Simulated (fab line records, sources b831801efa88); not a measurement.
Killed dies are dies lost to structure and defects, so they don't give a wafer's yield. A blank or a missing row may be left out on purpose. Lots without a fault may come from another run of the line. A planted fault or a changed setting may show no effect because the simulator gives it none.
Tool commonality check | flow sky130 | 13 lots, 39 wafers sampled

WHY IT WAS OPENED
At SKY_DNWELL_TW_MEAS_09 the reading DNWELL_TW is flagged on 1 of 13 lots. Wafers without a fault read 1115, standard deviation 11.
Rule: a lot is flagged when every wafer of it that has a number lies more than 4 standard deviations from that mean, or none has a number. The other lots count as sound.

lot  | measured    | on            | DNWELL_TW, wafer by wafer | flag
L835 | day 3 07:53 | film_metro-01 | 1121 1126 1129            |
L836 | day 3 09:36 | film_metro-03 | 1114 1116 1110            |
L837 | day 3 17:45 | film_metro-01 | 1122 1117 1123            |
L840 | day 4 08:10 | film_metro-04 | 1110 1112 1115            |
L841 | day 4 11:24 | film_metro-01 | 1124 1122 1125            |
L842 | day 4 18:37 | film_metro-03 | 1119 1109 1115            |
L845 | day 5 08:34 | film_metro-03 | 1105 1110 1106            |
L846 | day 5 18:21 | film_metro-04 | 1121 1119 1122            |
L848 | day 6 08:30 | film_metro-01 | 30 30 30                  | FLAGGED
L852 | day 7 02:51 | film_metro-03 | 1099 1101 1099            |
L856 | day 7 22:50 | film_metro-04 | 1128 1128 1123            |
L857 | day 8 05:27 | film_metro-03 | 1102 1100 1107            |
L858 | day 8 11:25 | film_metro-01 | 1125 1133 1132            |
The numbers of the flagged lots are 30 on average: -1085 against the usual, or -99 standard deviations.

WHICH TOOL RAN EACH LOT
The record holds 2 process steps before the reading, out of a route of 708 steps. In each cell: the tool, then ch and the chambers that the sampled wafers went through, then the start.
lot  | flag    | SKY_FIELD_ISO_ETCH_15             | SKY_DNWELL_EXPOSE_04
L835 |         | rie_diel-01 ch 1,2,3, day 2 06:07 | iline_stepper-01 ch 0, day 2 23:51
L836 |         | rie_diel-03 ch 0,1,3, day 2 10:37 | iline_stepper-02 ch 0, day 3 01:47
L837 |         | rie_diel-03 ch 0,1,3, day 2 15:08 | iline_stepper-02 ch 0, day 3 09:50
L840 |         | rie_diel-02 ch 0,1,2, day 3 08:23 | iline_stepper-02 ch 0, day 3 23:59
L841 |         | rie_diel-03 ch 0,2,3, day 3 12:19 | iline_stepper-02 ch 0, day 4 03:01
L842 |         | rie_diel-03 ch 1,2,3, day 3 19:55 | iline_stepper-02 ch 0, day 4 09:49
L845 |         | rie_diel-01 ch 0,1,2, day 4 08:40 | iline_stepper-01 ch 0, day 4 23:52
L846 |         | rie_diel-03 ch 0,2,3, day 4 14:31 | iline_stepper-01 ch 0, day 5 09:42
L848 | FLAGGED | rie_diel-03 ch 0,2,3, day 5 00:20 | iline_stepper-02 ch 0, day 5 23:07
L852 |         | rie_diel-02 ch 1,2,3, day 5 23:47 | iline_stepper-02 ch 0, day 6 16:55
L856 |         | rie_diel-03 ch 2,3, day 6 20:10   | iline_stepper-02 ch 0, day 7 12:34
L857 |         | rie_diel-02 ch 1,2,3, day 7 00:34 | iline_stepper-02 ch 0, day 7 19:07
L858 |         | rie_diel-01 ch 0,1,2, day 7 05:13 | iline_stepper-02 ch 0, day 8 01:07
What these steps do:
- SKY_FIELD_ISO_ETCH_15: etches the open film in CHF3/O2, stops on Si, target depth 180 nm, time 72 s.
- SKY_DNWELL_EXPOSE_04: exposes mask DNM, target cd 3000 nm.
- SKY_DNWELL_TW_MEAS_09

FLAGGED OVER TOTAL, TOOL BY TOOL (the gauges that took the reading come last)
step                  | tool             | lots run | flagged | share of the flagged lots | sound lots run after its first flagged lot
SKY_FIELD_ISO_ETCH_15 | rie_diel-01      | 3        | 0       | none                      | -
SKY_FIELD_ISO_ETCH_15 | rie_diel-02      | 3        | 0       | none                      | -
SKY_FIELD_ISO_ETCH_15 | rie_diel-03      | 7        | 1       | all                       | 1 (L856)
SKY_DNWELL_EXPOSE_04  | iline_stepper-01 | 3        | 0       | none                      | -
SKY_DNWELL_EXPOSE_04  | iline_stepper-02 | 10       | 1       | all                       | 4 (L852,L856,L857,L858)
SKY_DNWELL_TW_MEAS_09 | film_metro-01    | 5        | 1       | all                       | 1 (L858)
SKY_DNWELL_TW_MEAS_09 | film_metro-03    | 5        | 0       | none                      | -
SKY_DNWELL_TW_MEAS_09 | film_metro-04    | 3        | 0       | none                      | -

WHAT THE TABLE ALLOWS
3 rows of the table ran every flagged lot: rie_diel-03 at SKY_FIELD_ISO_ETCH_15, iline_stepper-02 at SKY_DNWELL_EXPOSE_04, film_metro-01 at SKY_DNWELL_TW_MEAS_09.
- rie_diel-03 at SKY_FIELD_ISO_ETCH_15: 1 of its 7 lots flagged. Sound lots ran on it after the first flagged one (L856), which a lasting fault on the whole tool wouldn't allow.
- iline_stepper-02 at SKY_DNWELL_EXPOSE_04: 1 of its 10 lots flagged. Sound lots ran on it after the first flagged one (L852, L856, L857, L858), which a lasting fault on the whole tool wouldn't allow.
- film_metro-01 at SKY_DNWELL_TW_MEAS_09: 1 of its 5 lots flagged. Sound lots ran on it after the first flagged one (L858), which a lasting fault on the whole tool wouldn't allow.
No row of the table ran every flagged lot and no sound lot after the first.

WHAT THE SIMULATOR HAD PUT IN
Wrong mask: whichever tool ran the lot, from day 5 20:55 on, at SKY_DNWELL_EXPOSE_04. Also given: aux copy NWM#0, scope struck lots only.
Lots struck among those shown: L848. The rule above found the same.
